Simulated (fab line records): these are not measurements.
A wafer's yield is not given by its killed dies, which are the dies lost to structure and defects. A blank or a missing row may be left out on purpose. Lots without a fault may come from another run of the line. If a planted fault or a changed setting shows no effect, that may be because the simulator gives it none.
Which tool did it? | flow gf180mcu | 12 lots, 36 wafers sampled, at 2 steps of a route of 602

WHAT THE GAUGES READ, wafer by wafer
GF_M2_CD_MEAS_14: target cd 280 nm. Usual: cd-nm 280.2 nm, standard deviation 1.2.
lot  | measured     | on        | cd-nm (nm)        | flag
L945 | day 19 00:37 | cd-sem-02 | 278.7 279.3 279.1 |
L947 | day 20 01:54 | cd-sem-01 | 279.3 279.8 279.7 |
L948 | day 20 04:43 | cd-sem-01 | 280.1 279.9 280.4 |
L949 | day 21 00:53 | cd-sem-02 | 279.4 279.0 279.6 |
L951 | day 21 13:19 | cd-sem-02 | 282.3 281.0 282.0 |
L956 | day 23 11:40 | cd-sem-02 | 281.6 280.9 280.7 |
L957 | day 23 19:47 | cd-sem-01 | 279.2 279.4 278.4 |
L958 | day 24 01:59 | cd-sem-02 | 280.2 280.7 281.4 |
L962 | day 25 06:29 | cd-sem-02 | 281.5 280.0 280.8 |
L963 | day 25 17:23 | cd-sem-02 | 279.0 279.1 279.1 |
L966 | day 26 11:18 | cd-sem-01 | 280.5 279.8 278.7 |
L967 | day 26 17:31 | cd-sem-02 | 279.5 278.2 279.5 |

GF_V2_THK_MEAS_03. Usual: V2_CVD_02_THK typically reads 852 nm, with standard deviation 11.
lot  | measured     | on            | V2_CVD_02_THK (nm) | flag
L945 | day 19 01:38 | film-metro-01 | 836 836 862        |
L947 | day 20 03:03 | film-metro-01 | 848 868 860        |
L948 | day 20 05:51 | film-metro-02 | 841 872 853        |
L949 | day 21 01:55 | film-metro-01 | 860 863 847        |
L951 | day 21 14:20 | film-metro-02 | 853 846 848        |
L956 | day 23 12:43 | film-metro-04 | 859 871 868        |
L957 | day 23 20:56 | film-metro-04 | 843 853 861        |
L958 | day 24 03:08 | film-metro-04 | 846 858 866        |
L962 | day 25 07:38 | film-metro-02 | 839 835 847        |
L963 | day 25 18:23 | film-metro-04 | 833 833 856        |
L966 | day 26 12:23 | film-metro-02 | 837 850 849        |
L967 | day 26 18:34 | film-metro-01 | 854 855 855        |

WHICH TOOL RAN EACH LOT (tool, then ch and the chambers of the sampled wafers, then the start)
Record: no process step prior to these readings.

WHAT THE TOOLS THEMSELVES READ (means of the sampled wafers that have a number; where no wafer has one, the mark that the record gives instead)
The record holds no such reading with a usual standard deviation.

THE ANSWER, worked out from the rows above alone
Rule: a lot counts as off when the mean over its wafers that have a number is more than 3 standard deviations away from the usual mean. Also off: a lot with no number at a reading for which 4 or more lots have one. Any other lot the step has rows for is counted as sound. After the gauges, taken in route order, come the tools' own readings; for these a lot's mean is taken, as printed above. The first step at which some lot is off is used, and at that step the reading that is off furthest; a lot without a number counts as furthest.
No lot is off on any of the readings shown, so nothing can be concluded from this.

WHAT HAD BEEN PUT IN BY THE SIMULATOR
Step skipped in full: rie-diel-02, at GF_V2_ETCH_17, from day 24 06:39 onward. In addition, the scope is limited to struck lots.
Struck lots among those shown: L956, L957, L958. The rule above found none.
